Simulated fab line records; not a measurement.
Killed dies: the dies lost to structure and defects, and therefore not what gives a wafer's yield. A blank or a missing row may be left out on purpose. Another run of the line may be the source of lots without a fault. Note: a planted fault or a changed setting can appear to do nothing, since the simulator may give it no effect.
Lot-split experiment || flow sky130 || 23 wafers read from 5 lots, route of 708 steps

== ON THE SPLIT ==
At SKY_CONTACT_CVD_24 (deposits W, target thk 340 nm, time 102.12 s), the setting pressureTorr was moved away from the recipe's 40 Torr on 15 of the 23 wafers read, by -9.7% to +14.1%. For the rest of the wafers, this setting stayed at what the recipe calls for.

Reading taken at the split's own step.

== THE READING ==
W_of_CONTACT_CVD_24.thkNm (the simulator's own value, which no gauge read), in nm, at SKY_CONTACT_CVD_24 (deposits W, target thk 340 nm, time 102.12 s). There is no usual value for it anywhere in the file. Average 341.4 nm, standard deviation 5.4 nm, over the 8 wafers here run with the recipe.

{"wafer": "L074.1", "tool, chamber at the split": "cvdW-01, 1", "pressureTorr as run, Torr": 45.66, "against the recipe": "+14.1%", "W_of_CONTACT_CVD_24.thkNm, nm": 359.8, "against lot-mates on the recipe": "no lot-mate on the recipe"}
{"wafer": "L074.3", "tool, chamber at the split": "cvdW-01, 0", "pressureTorr as run, Torr": 45.66, "against the recipe": "+14.1%", "W_of_CONTACT_CVD_24.thkNm, nm": 362.9, "against lot-mates on the recipe": "no lot-mate on the recipe"}
{"wafer": "L074.4", "tool, chamber at the split": "cvdW-01, 1", "pressureTorr as run, Torr": 45.66, "against the recipe": "+14.1%", "W_of_CONTACT_CVD_24.thkNm, nm": 365.2, "against lot-mates on the recipe": "no lot-mate on the recipe"}
{"wafer": "L074.5", "tool, chamber at the split": "cvdW-01, 1", "pressureTorr as run, Torr": 45.66, "against the recipe": "+14.1%", "W_of_CONTACT_CVD_24.thkNm, nm": 358.3, "against lot-mates on the recipe": "no lot-mate on the recipe"}
{"wafer": "L074.6", "tool, chamber at the split": "cvdW-01, 0", "pressureTorr as run, Torr": 45.66, "against the recipe": "+14.1%", "W_of_CONTACT_CVD_24.thkNm, nm": 357.2, "against lot-mates on the recipe": "no lot-mate on the recipe"}
{"wafer": "L075.1", "tool, chamber at the split": "cvdW-01, 0", "pressureTorr as run, Torr": 40, "against the recipe": "recipe", "W_of_CONTACT_CVD_24.thkNm, nm": 334, "against lot-mates on the recipe": "-"}
{"wafer": "L075.3", "tool, chamber at the split": "cvdW-01, 0", "pressureTorr as run, Torr": 40, "against the recipe": "recipe", "W_of_CONTACT_CVD_24.thkNm, nm": 335.3, "against lot-mates on the recipe": "-"}
{"wafer": "L075.4", "tool, chamber at the split": "cvdW-01, 1", "pressureTorr as run, Torr": 40, "against the recipe": "recipe", "W_of_CONTACT_CVD_24.thkNm, nm": 336.7, "against lot-mates on the recipe": "-"}
{"wafer": "L079.1", "tool, chamber at the split": "cvdW-02, 1", "pressureTorr as run, Torr": 40, "against the recipe": "recipe", "W_of_CONTACT_CVD_24.thkNm, nm": 341.1, "against lot-mates on the recipe": "-"}
{"wafer": "L079.2", "tool, chamber at the split": "cvdW-02, 0", "pressureTorr as run, Torr": 40, "against the recipe": "recipe", "W_of_CONTACT_CVD_24.thkNm, nm": 346.2, "against lot-mates on the recipe": "-"}
{"wafer": "L079.4", "tool, chamber at the split": "cvdW-02, 0", "pressureTorr as run, Torr": 40, "against the recipe": "recipe", "W_of_CONTACT_CVD_24.thkNm, nm": 349, "against lot-mates on the recipe": "-"}
{"wafer": "L079.5", "tool, chamber at the split": "cvdW-02, 1", "pressureTorr as run, Torr": 40, "against the recipe": "recipe", "W_of_CONTACT_CVD_24.thkNm, nm": 340.7, "against lot-mates on the recipe": "-"}
{"wafer": "L079.6", "tool, chamber at the split": "cvdW-02, 0", "pressureTorr as run, Torr": 40, "against the recipe": "recipe", "W_of_CONTACT_CVD_24.thkNm, nm": 347.8, "against lot-mates on the recipe": "-"}
{"wafer": "L082.2", "tool, chamber at the split": "cvdW-01, 0", "pressureTorr as run, Torr": 36.13, "against the recipe": "-9.7%", "W_of_CONTACT_CVD_24.thkNm, nm": 322.3, "against lot-mates on the recipe": "no lot-mate on the recipe"}
{"wafer": "L082.3", "tool, chamber at the split": "cvdW-01, 0", "pressureTorr as run, Torr": 36.13, "against the recipe": "-9.7%", "W_of_CONTACT_CVD_24.thkNm, nm": 327, "against lot-mates on the recipe": "no lot-mate on the recipe"}
{"wafer": "L082.4", "tool, chamber at the split": "cvdW-01, 1", "pressureTorr as run, Torr": 36.13, "against the recipe": "-9.7%", "W_of_CONTACT_CVD_24.thkNm, nm": 324.5, "against lot-mates on the recipe": "no lot-mate on the recipe"}
{"wafer": "L082.5", "tool, chamber at the split": "cvdW-01, 0", "pressureTorr as run, Torr": 36.13, "against the recipe": "-9.7%", "W_of_CONTACT_CVD_24.thkNm, nm": 326.3, "against lot-mates on the recipe": "no lot-mate on the recipe"}
{"wafer": "L082.6", "tool, chamber at the split": "cvdW-01, 1", "pressureTorr as run, Torr": 36.13, "against the recipe": "-9.7%", "W_of_CONTACT_CVD_24.thkNm, nm": 325, "against lot-mates on the recipe": "no lot-mate on the recipe"}
{"wafer": "L084.1", "tool, chamber at the split": "cvdW-02, 0", "pressureTorr as run, Torr": 43.65, "against the recipe": "+9.1%", "W_of_CONTACT_CVD_24.thkNm, nm": 363.6, "against lot-mates on the recipe": "no lot-mate on the recipe"}
{"wafer": "L084.2", "tool, chamber at the split": "cvdW-02, 1", "pressureTorr as run, Torr": 43.65, "against the recipe": "+9.1%", "W_of_CONTACT_CVD_24.thkNm, nm": 351.4, "against lot-mates on the recipe": "no lot-mate on the recipe"}
{"wafer": "L084.3", "tool, chamber at the split": "cvdW-02, 1", "pressureTorr as run, Torr": 43.65, "against the recipe": "+9.1%", "W_of_CONTACT_CVD_24.thkNm, nm": 351.5, "against lot-mates on the recipe": "no lot-mate on the recipe"}
{"wafer": "L084.5", "tool, chamber at the split": "cvdW-02, 0", "pressureTorr as run, Torr": 43.65, "against the recipe": "+9.1%", "W_of_CONTACT_CVD_24.thkNm, nm": 360.6, "against lot-mates on the recipe": "no lot-mate on the recipe"}
{"wafer": "L084.6", "tool, chamber at the split": "cvdW-02, 1", "pressureTorr as run, Torr": 43.65, "against the recipe": "+9.1%", "W_of_CONTACT_CVD_24.thkNm, nm": 352, "against lot-mates on the recipe": "no lot-mate on the recipe"}

FIT RESULTS
A straight line over all 23 wafers: W_of_CONTACT_CVD_24.thkNm changes by +1.52 nm for each +1% of pressureTorr; r = +0.95; the points scatter about the line by 4.7 nm.
Too few moved wafers with a lot-mate on the recipe to fit a line net of each lot's own level.

== THE FILE'S OWN FIT ==
W_of_CONTACT_CVD_24.thkNm changes by +1.52 nm for each +1% of pressureTorr, r = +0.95.
